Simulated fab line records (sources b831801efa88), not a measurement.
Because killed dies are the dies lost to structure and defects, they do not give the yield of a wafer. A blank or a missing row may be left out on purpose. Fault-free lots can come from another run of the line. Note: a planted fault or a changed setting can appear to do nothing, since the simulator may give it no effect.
Comparing a struck lot with a sound one    flow sky130    24 steps out of a route of 708
Sound: the wafers L950.1, L950.2, L950.3. Wafers struck: L958.1, L958.3, L958.5. The cause is named last.
Per side, at each step with rows, come the tool, then ch with its chambers, and then its first start. Under that, the readings that differ: sound wafers    struck wafers    difference of the means    sigmas: that difference in standard deviations of wafers without a fault.
alike: same words and numbers on both sides, and readings whose means sit less than 2 such deviations apart. not compared: any withheld reading, any reading some wafer has no value for, any bound like >300 that may hide the same value, and any number with overlapping values for which the record gives no deviation.
The two part at a step that has a row with sigmas, a row that says differs or no value, or rows on one side only. When numbers do not overlap yet have no deviation, they are printed without sigmas and do not part them. A reading that every wafer of one side lacks parts them only if that side has two wafers or more.

first, 8 steps without rows for these wafers: SKY_FIELD_ISO_DEHYDRATE_05 (time 60 s); SKY_FIELD_ISO_HMDS_06 (prime time 60 s); SKY_FIELD_ISO_COAT_07 (resist thk 60 nm); SKY_FIELD_ISO_COAT_08 (resist thk 450 nm); SKY_FIELD_ISO_SOFTBAKE_09 (time 90 s); SKY_FIELD_ISO_EXPOSE_10 (exposes mask FOM, target cd 150 nm); SKY_FIELD_ISO_PEB_11; SKY_FIELD_ISO_DEVELOP_12 (develop time 60 s).
SKY_FIELD_ISO_CD_MEAS_13: the cd target is 150 nm.
  sound: cd-sem-02 at day 2 10:43; struck: cd-sem-02 at day 4 03:04
  alike: cd-nm
SKY_FIELD_ISO_ETCH_14: etches BARC in N2/H2, stops on SiO2, time 45.9 s, target depth 60 nm.
  sound on rie-diel-03 ch 0,1,3, day 2 10:50; struck on rie-diel-02 ch 0,1,3, day 4 03:11
  alike: bias-w, chamber-pressure-mTorr, drypump-motor-current-A, n2-flow-sccm, oes-product-au, throttle-valve-pct
  not compared: rf-hours-counter-h
SKY_FIELD_ISO_ETCH_15: etches the open film in CHF3/O2, stops on Si, target depth 180 nm, time 72 s.
  sound on rie-diel-03 ch 0,1,3, day 2 10:53; struck on rie-diel-02 ch 0,1,3, day 4 03:13
  alike: O2_flow_sccm, bias-w, drypump-motor-current-A, oes-product-au, throttle-valve-pct
  not compared: rf-hours-counter-h
SKY_FIELD_ISO_STRIP_16: strips in O2/N2.
  sound on plasma-asher-01 ch 0,1, day 2 10:56; struck on plasma-asher-01 ch 0,1, day 4 03:17
  alike: drypump-motor-current-A, n2-flow-sccm, oes-product-au, strip-time-to-endpoint-s
  not compared: rf-hours-counter-h
SKY_FIELD_ISO_ETCH_17: etches Si in HBr/Cl2/O2, target depth 342 nm, time 97.7 s.
  sound on rie-si-02 ch 0,2,3, day 2 11:02; struck on rie-si-01 ch 0,2,3, day 4 03:23
  no value came back on the struck wafers for any of 7 readings (HBr_flow_sccm (sccm), O2_flow_sccm (sccm) and others); on the sound wafers HBr_flow_sccm (sccm) reads 149.8 150.7 149.8
reading                                      sound              struck           difference  sigmas
model.Si3N4_of_FIELD_ISO_CVD_03.thk-nm (nm)  151.8 152.7 151.4  165.8 163.9 165  +12.9       
then, 7 steps without rows for these wafers: SKY_FIELD_ISO_WET_ETCH_18 (etches Si3N4 in H3PO4, target depth 25 nm, time 286 s); SKY_FIELD_ISO_CLEAN_19 (cleans in SC1/SC2, time 150 s); SKY_FIELD_ISO_CLEAN_20 (cleans in dHF, time 20 s); SKY_FIELD_ISO_WET_ETCH_21 (etches SiO2 in dHF, target depth 20 nm, time 400 s); SKY_FIELD_ISO_OXIDATION_22 (stabilise 600 s, purge 300 s, target thk 10 nm); SKY_FIELD_ISO_CVD_24 (deposits SiO2, target thk 595 nm, time 99.2 s); SKY_FIELD_ISO_ANNEAL_26 (time 1800 s).
SKY_FIELD_ISO_CMP_27: polishes, stops on Si3N4, t overpolish 16 s, target thk 457.8 nm.
  sound on cmp-02 ch 0,1,2, day 2 16:56; struck on cmp-02 ch 1,3, day 4 06:38
  alike: head-pressure-psi, motor-current-A
SKY_FIELD_ISO_WET_ETCH_28: etches SiO2 in dHF, target depth 23.7 nm, time 47 s.
  sound on wet-bench-04 ch 1, day 2 17:14; struck on wet-bench-01 ch 3, day 4 06:53
reading                                      sound              struck             difference  sigmas
run-length-s (s)                             82 82 82           74 74 74           -8          -3
model.Si3N4_of_FIELD_ISO_CVD_03.thk-nm (nm)  121.3 122.1 120.9  135.1 133.1 134.3  +12.7       
  alike: bath-heat-duty-pct
then, 1 step without rows for these wafers: SKY_FIELD_ISO_WET_ETCH_29 (etches Si3N4 in H3PO4, target depth 160 nm, time 1825 s).
-- a jump in the record: the struck wafers' starts before and after are 44 days apart (it breaks off in module FIELD_ISO and resumes in module PAD_OPEN, where the first step shown is number 708 of the route) --
SKY_PAD_OPEN_PROBE_99:
  sound: prober-01 at day 46 02:29; struck: prober-01 at day 48 05:49
reading              sound     struck       difference  sigmas
killed-at-front-end  18 20 19  420 429 407  +400        +99 or more
killed-dies          96 99 96  492 492 492  +395        +40
killed-on-rim        20 16 19  96 96 96     +78         +20
  alike: killed_at_M0_to_M3, killed_at_M4_up, killed-at-contacts, killed-at-other, killed-open, killed-short

## WHERE THEY PART
First at SKY_FIELD_ISO_ETCH_17; last, within this record, at SKY_PAD_OPEN_PROBE_99.

WHY: what had been put in by the simulator
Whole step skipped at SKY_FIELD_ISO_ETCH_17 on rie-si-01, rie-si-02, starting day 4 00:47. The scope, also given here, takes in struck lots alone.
